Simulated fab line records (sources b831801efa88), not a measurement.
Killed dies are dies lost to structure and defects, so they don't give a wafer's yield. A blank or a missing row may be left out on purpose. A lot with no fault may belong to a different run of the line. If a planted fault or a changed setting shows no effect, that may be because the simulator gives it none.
Which tool was responsible? / flow gf180mcu / 14 lots with 42 wafers sampled at 5 steps, on a route of 602 steps

WHAT EACH GAUGE READ, for each wafer
GF_DNWELL_TW_MEAS_09. Usual: for DNWELL_TW the level is 1353 and the standard deviation is 5.8.
lot=L610; measured=day 2 21:44; on=film_metro-03; DNWELL_TW=1352 1353 1349; flag=
lot=L612; measured=day 3 04:53; on=film_metro-03; DNWELL_TW=1346 1343 1341; flag=
lot=L613; measured=day 3 11:47; on=film_metro-04; DNWELL_TW=1352 1359 1359; flag=
lot=L614; measured=day 3 18:11; on=film_metro-03; DNWELL_TW=1350 1352 1348; flag=
lot=L616; measured=day 4 02:59; on=film_metro-04; DNWELL_TW=1354 1345 1349; flag=
lot=L619; measured=day 4 19:53; on=film_metro-04; DNWELL_TW=1339 1345 1348; flag=
lot=L620; measured=day 5 01:10; on=film_metro-02; DNWELL_TW=1362 1355 1358; flag=
lot=L623; measured=day 5 19:07; on=film_metro-02; DNWELL_TW=1344 1344 1353; flag=
lot=L624; measured=day 5 21:40; on=film_metro-02; DNWELL_TW=1347 1345 1353; flag=
lot=L625; measured=day 6 03:14; on=film_metro-03; DNWELL_TW=1359 1362 1360; flag=
lot=L626; measured=day 6 07:08; on=film_metro-02; DNWELL_TW=1348 1350 1355; flag=
lot=L627; measured=day 6 13:42; on=film_metro-04; DNWELL_TW=1349 1349 1348; flag=
lot=L628; measured=day 6 20:29; on=film_metro-03; DNWELL_TW=1350 1352 1353; flag=
lot=L629; measured=day 7 01:54; on=film_metro-02; DNWELL_TW=1363 1348 1361; flag=

GF_HV_LDD_TW_MEAS_38. Usual: for HV_LDD_3_TW the level is 1444 and the standard deviation is 6.3.
lot=L610; measured=day 11 14:05; on=film_metro-03; HV_LDD_3_TW=1446 1433 1440; flag=
lot=L612; measured=day 12 10:08; on=film_metro-04; HV_LDD_3_TW=1452 1440 1442; flag=
lot=L613; measured=day 12 17:47; on=film_metro-04; HV_LDD_3_TW=1449 1441 1443; flag=
lot=L614; measured=day 13 05:16; on=film_metro-04; HV_LDD_3_TW=1449 1447 1448; flag=
lot=L616; measured=day 13 16:02; on=film_metro-03; HV_LDD_3_TW=1434 1447 1444; flag=
lot=L619; measured=day 14 09:00; on=film_metro-01; HV_LDD_3_TW=1437 1438 1452; flag=
lot=L620; measured=day 14 21:00; on=film_metro-01; HV_LDD_3_TW=1441 1451 1447; flag=
lot=L623; measured=day 15 19:33; on=film_metro-01; HV_LDD_3_TW=1442 1441 1442; flag=
lot=L624; measured=day 16 03:47; on=film_metro-04; HV_LDD_3_TW=1442 1447 1443; flag=
lot=L625; measured=day 16 10:10; on=film_metro-04; HV_LDD_3_TW=1439 1443 1445; flag=
lot=L626; measured=day 16 17:48; on=film_metro-03; HV_LDD_3_TW=1444 1445 1442; flag=
lot=L627; measured=day 17 06:08; on=film_metro-01; HV_LDD_3_TW=1792 1782 1779 1788 1783 1787; flag=OFF
lot=L628; measured=day 17 14:01; on=film_metro-03; HV_LDD_3_TW=1766 1757 1764 1764 1763 1773; flag=OFF
lot=L629; measured=day 17 19:08; on=film_metro-03; HV_LDD_3_TW=1758 1771 1769 1767 1767 1771; flag=OFF

GF_V2_CD_MEAS_14: the cd target is 260 nm. Usual: cd_nm reads 259.9 nm (standard deviation 1.3).
lot=L610; measured=day 20 07:29; on=cd_sem-01; cd_nm (nm)=260.6 260.4 260.2; flag=
lot=L612; measured=day 21 06:34; on=cd_sem-02; cd_nm (nm)=258.6 259.1 259.0; flag=
lot=L613; measured=day 21 16:46; on=cd_sem-01; cd_nm (nm)=262.3 261.0 261.5; flag=
lot=L614; measured=day 22 06:56; on=cd_sem-01; cd_nm (nm)=260.4 259.3 259.5; flag=
lot=L616; measured=day 22 19:43; on=cd_sem-01; cd_nm (nm)=259.4 259.7 258.7; flag=
lot=L619; measured=day 23 12:42; on=cd_sem-02; cd_nm (nm)=259.0 258.4 259.1; flag=
lot=L620; measured=day 24 02:10; on=cd_sem-02; cd_nm (nm)=259.8 260.8 260.8; flag=
lot=L623; measured=day 25 02:08; on=cd_sem-01; cd_nm (nm)=258.3 258.1 258.2; flag=
lot=L624; measured=day 25 09:08; on=cd_sem-01; cd_nm (nm)=260.2 260.5 259.6; flag=
lot=L625; measured=day 25 13:56; on=cd_sem-02; cd_nm (nm)=259.5 259.0 261.0; flag=
lot=L626; measured=day 25 21:22; on=cd_sem-01; cd_nm (nm)=259.6 260.4 261.9; flag=

WHICH TOOL RAN EACH LOT (tool, then ch and the chambers of the sampled wafers, then the start)
lot=L610; GF_HV_LDD_IMPLANT_36=implanter-01 ch 0, day 11 13:52; GF_SALICIDE_SPUTTER_02=pvd_sputter-01, day 15 03:32
lot=L612; GF_HV_LDD_IMPLANT_36=implanter-01 ch 0, day 12 09:53; GF_SALICIDE_SPUTTER_02=pvd_sputter-02, day 16 01:31
lot=L613; GF_HV_LDD_IMPLANT_36=implanter-02 ch 0, day 12 17:32; GF_SALICIDE_SPUTTER_02=pvd_sputter-02, day 16 10:31
lot=L614; GF_HV_LDD_IMPLANT_36=implanter-02 ch 0, day 13 05:02; GF_SALICIDE_SPUTTER_02=pvd_sputter-04, day 16 23:37
lot=L616; GF_HV_LDD_IMPLANT_36=implanter-04 ch 0, day 13 15:47; GF_SALICIDE_SPUTTER_02=pvd_sputter-01, day 17 12:45
lot=L619; GF_HV_LDD_IMPLANT_36=implanter-04 ch 0, day 14 08:46; GF_SALICIDE_SPUTTER_02=pvd_sputter-01, day 18 07:02
lot=L620; GF_HV_LDD_IMPLANT_36=implanter-01 ch 0, day 14 20:47; GF_SALICIDE_SPUTTER_02=pvd_sputter-04, day 18 20:12
lot=L623; GF_HV_LDD_IMPLANT_36=implanter-01 ch 0, day 15 19:19; GF_SALICIDE_SPUTTER_02=pvd_sputter-04, day 19 23:09
lot=L624; GF_HV_LDD_IMPLANT_36=implanter-04 ch 0, day 16 03:32; GF_SALICIDE_SPUTTER_02=pvd_sputter-02, day 20 06:25
lot=L625; GF_HV_LDD_IMPLANT_36=implanter-04 ch 0, day 16 09:55; GF_SALICIDE_SPUTTER_02=pvd_sputter-01, day 20 13:14
lot=L626; GF_HV_LDD_IMPLANT_36=implanter-01 ch 0, day 16 17:34; GF_SALICIDE_SPUTTER_02=pvd_sputter-01, day 20 21:39
lot=L627; GF_HV_LDD_IMPLANT_36=implanter-01 ch 0, day 17 05:55; GF_SALICIDE_SPUTTER_02=-
lot=L628; GF_HV_LDD_IMPLANT_36=implanter-01 ch 0, day 17 13:46; GF_SALICIDE_SPUTTER_02=-
lot=L629; GF_HV_LDD_IMPLANT_36=implanter-01 ch 0, day 17 18:55; GF_SALICIDE_SPUTTER_02=-
- GF_HV_LDD_IMPLANT_36
- GF_SALICIDE_SPUTTER_02: material Co, target thk 10 nm, time 20 s.

WHAT THE TOOLS THEMSELVES READ (means of the sampled wafers that have a number; where no wafer has one, the mark that the record gives instead)
GF_HV_LDD_IMPLANT_36. Usual: beam_energy_keV 59.999, standard deviation 0.017; dose_ions_cm2 7.5e+12, standard deviation 7.1e+09; faraday_current_uA 42.4, standard deviation 0.82.
lot=L610 tool=implanter-01 beam_energy_keV=59.987 dose_ions_cm2=7.5e+12 faraday_current_uA=42.5 flag=
lot=L612 tool=implanter-01 beam_energy_keV=60.000 dose_ions_cm2=7.5e+12 faraday_current_uA=42.7 flag=
lot=L613 tool=implanter-02 beam_energy_keV=60.014 dose_ions_cm2=7.5e+12 faraday_current_uA=42.8 flag=
lot=L614 tool=implanter-02 beam_energy_keV=60.000 dose_ions_cm2=7.5e+12 faraday_current_uA=42.9 flag=
lot=L616 tool=implanter-04 beam_energy_keV=59.987 dose_ions_cm2=7.5e+12 faraday_current_uA=41.9 flag=
lot=L619 tool=implanter-04 beam_energy_keV=60.004 dose_ions_cm2=7.5e+12 faraday_current_uA=41.6 flag=
lot=L620 tool=implanter-01 beam_energy_keV=60.001 dose_ions_cm2=7.5e+12 faraday_current_uA=42.6 flag=
lot=L623 tool=implanter-01 beam_energy_keV=59.998 dose_ions_cm2=7.5e+12 faraday_current_uA=42.2 flag=
lot=L624 tool=implanter-04 beam_energy_keV=59.978 dose_ions_cm2=7.5e+12 faraday_current_uA=42.0 flag=
lot=L625 tool=implanter-04 beam_energy_keV=60.010 dose_ions_cm2=7.5e+12 faraday_current_uA=43.2 flag=
lot=L626 tool=implanter-01 beam_energy_keV=60.011 dose_ions_cm2=7.5e+12 faraday_current_uA=41.8 flag=
lot=L627 tool=implanter-01 beam_energy_keV=60.021 dose_ions_cm2=3.5e+13 faraday_current_uA=193.8 flag=OFF
lot=L628 tool=implanter-01 beam_energy_keV=59.982 dose_ions_cm2=3.5e+13 faraday_current_uA=198.6 flag=OFF
lot=L629 tool=implanter-01 beam_energy_keV=60.018 dose_ions_cm2=3.5e+13 faraday_current_uA=199.3 flag=OFF

GF_SALICIDE_SPUTTER_02. Usual: throttle_valve_pct reads 29.8 % (standard deviation 1.5).
lot=L610; tool=pvd_sputter-01; throttle_valve_pct (%)=28.1; flag=
lot=L612; tool=pvd_sputter-02; throttle_valve_pct (%)=30.0; flag=
lot=L613; tool=pvd_sputter-02; throttle_valve_pct (%)=30.5; flag=
lot=L614; tool=pvd_sputter-04; throttle_valve_pct (%)=31.4; flag=
lot=L616; tool=pvd_sputter-01; throttle_valve_pct (%)=28.9; flag=
lot=L619; tool=pvd_sputter-01; throttle_valve_pct (%)=29.1; flag=
lot=L620; tool=pvd_sputter-04; throttle_valve_pct (%)=30.6; flag=
lot=L623; tool=pvd_sputter-04; throttle_valve_pct (%)=30.0; flag=
lot=L624; tool=pvd_sputter-02; throttle_valve_pct (%)=29.7; flag=
lot=L625; tool=pvd_sputter-01; throttle_valve_pct (%)=28.5; flag=
lot=L626; tool=pvd_sputter-01; throttle_valve_pct (%)=29.2; flag=

THE ANSWER, worked out from the rows above alone
Rule: take the mean of a lot's wafers that have a number; if it is more than 3 standard deviations from the usual mean, the lot is off. Also off: a lot with no number at a reading for which 4 or more lots have one. All remaining lots with rows at the step are treated as sound. After the gauges, taken in route order, come the tools' own readings; for these a lot's mean is taken, as printed above. The first step at which some lot is off is used, and at that step the reading that is off furthest; a lot without a number counts as furthest.
Off: L627, L628, L629, at GF_HV_LDD_TW_MEAS_38 (HV_LDD_3_TW).
If a tool, at a process step before that reading, ran all the lots that are off and no sound lot after the first of them, it fits. The gauges at GF_HV_LDD_TW_MEAS_38 aren't tried: what is off there is off at GF_HV_LDD_IMPLANT_36 too, on other tools, and a gauge's error can't cause that. One candidate fits, namely implanter-01 at GF_HV_LDD_IMPLANT_36. A fault onset in the window from L626 (day 16 17:34, its last sound lot) to L627 (day 17 05:55, its first lot off) fits.
The tool's own readings at GF_HV_LDD_IMPLANT_36 bear it out: on the lots that are off they differ by more than 5 times the standard deviation of the sound lots' means. dose_ions_cm2 reads 3.5e+13 there against 7.5e+12 on the sound lots; faraday_current_uA reads 197.2 there against 42.4 on the sound lots.

WHAT THE SIMULATOR HAD PUT IN
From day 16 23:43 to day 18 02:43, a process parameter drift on implanter-01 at GF_HV_LDD_IMPLANT_36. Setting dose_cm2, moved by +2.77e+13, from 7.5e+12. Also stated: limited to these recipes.
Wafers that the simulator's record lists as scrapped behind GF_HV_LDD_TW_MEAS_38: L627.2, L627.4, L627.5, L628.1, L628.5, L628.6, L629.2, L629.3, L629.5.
Lots struck among those shown: L627, L628, L629. The rule given above showed the same thing.
